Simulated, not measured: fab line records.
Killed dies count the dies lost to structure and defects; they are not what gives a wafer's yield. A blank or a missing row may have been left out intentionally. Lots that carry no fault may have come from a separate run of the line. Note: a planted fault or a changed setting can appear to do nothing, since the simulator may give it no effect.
8D (eight disciplines) problem report, filled in by code | flow sky130 | the parts of the form that need people (team, actions taken, sign-off) are left out

## 1. PROBLEM STATEMENT
At SKY_PAD_OPEN_PROBE_99, killed_at_M4_up averages 42.3 over 6 wafers from 2 lots, while fault-free wafers read 2.8, standard deviation 1.9. That puts it +21 standard deviations away from the usual mean.
First observed at day 48 23:50: wafer L311.1, on prober-01. At this step, 36 wafers from 12 lots have a number in the record. Rule for "out", or "out of limits": more than 4 standard deviations from the usual mean. The other wafers with a number count as sound.

## 2. WHAT IT IS; WHAT IT IS NOT
question                    | is                     | is not
which readings at this step | killed_at_M4_up        | killed-at-contacts, killed-at-front-end, killed-at-other, killed-open, sort_bin_6_memory, sort_bin_8_speed
which lots                  | L311, L317             | L299, L301, L304, L305, L306, L307, L308, L313, L319, L320
which wafers of those lots  | all that have a number | -
read on which tools         | prober-01              | prober-02
when                        | from day 48 23:50      | up to then (21 sound wafers); but 9 sound wafers of L313, L319, L320 came after

## 3. THE SUSPECTS, EACH WITH WHAT RULES IT OUT
Counting: a tool at any process step up to the reading remains a suspect when it ran all the lots that are out and ran no sound lot after the first of those.
- pvd-sputter-01 at SKY_METAL4_SPUTTER_00 (material Ti, target thk 15 nm, time 10 s): kept. All lots that are out passed through it, beginning with L311 at day 43 12:58, and no sound lot followed; its final sound lot before that point was L308 at day 42 20:12.
- prober-01 at SKY_PAD_OPEN_PROBE_99: ruled out as a lasting fault. After its first lot that is out, L311 (day 48 23:50), sound lots L313, L320 ran on it.
The count leaves pvd-sputter-01 at SKY_METAL4_SPUTTER_00.

## 4. THE CAUSE (what the simulator had put in)
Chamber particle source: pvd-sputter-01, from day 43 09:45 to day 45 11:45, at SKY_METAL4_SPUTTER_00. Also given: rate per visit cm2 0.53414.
After counting, this tool was the only one left.

## 5. SEQUENCE OF EFFECTS, ordered by route
Each row: a reading whose mean over the struck wafers that have a number lies more than 3 standard deviations from the usual. Only readings for which the record gives a usual standard deviation are gone through. hours: the time from each lot's start at the first step in this table that gives one to its start at this step, as a median over the lots. sigmas: the change in usual standard deviations.
hours | step                  | reading              | usual  | on struck wafers | change | sigmas
0     | SKY_PAD_OPEN_PROBE_99 | defect-limited-yield | 82.9 % | 76.8             | -6.1   | -3.2
0     | SKY_PAD_OPEN_PROBE_99 | killed_at_M4_up      | 2.8    | 42.3             | +39.5  | +21
0     | SKY_PAD_OPEN_PROBE_99 | killed-dies          | 84     | 114              | +30    | +3.2
0     | SKY_PAD_OPEN_PROBE_99 | sort_bin_5_function  | 10.0 % | 15.2             | +5.2   | +3.7
0     | SKY_PAD_OPEN_PROBE_99 | sort-n-pass          | 408    | 378              | -30    | -3.2
0     | SKY_PAD_OPEN_PROBE_99 | sort-yield-pct       | 82.9 % | 76.8             | -6.1   | -3.2
The process steps in it:
- SKY_PAD_OPEN_PROBE_99

## 6. WHAT WOULD HAVE CAUGHT IT SOONER
First out-of-limits reading in this record: day 48 23:50, which is 134 hours after fault onset at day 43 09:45.
An alarm limit of 4 standard deviations would not have fired on the tool readings at SKY_METAL4_SPUTTER_00 for which the record gives a usual standard deviation, since none of them was out on any struck wafer.
Lots out: 2; all had begun SKY_METAL4_SPUTTER_00 on pvd-sputter-01 by day 48 23:50. Had the tool been put on hold then, not one of them would have been saved.
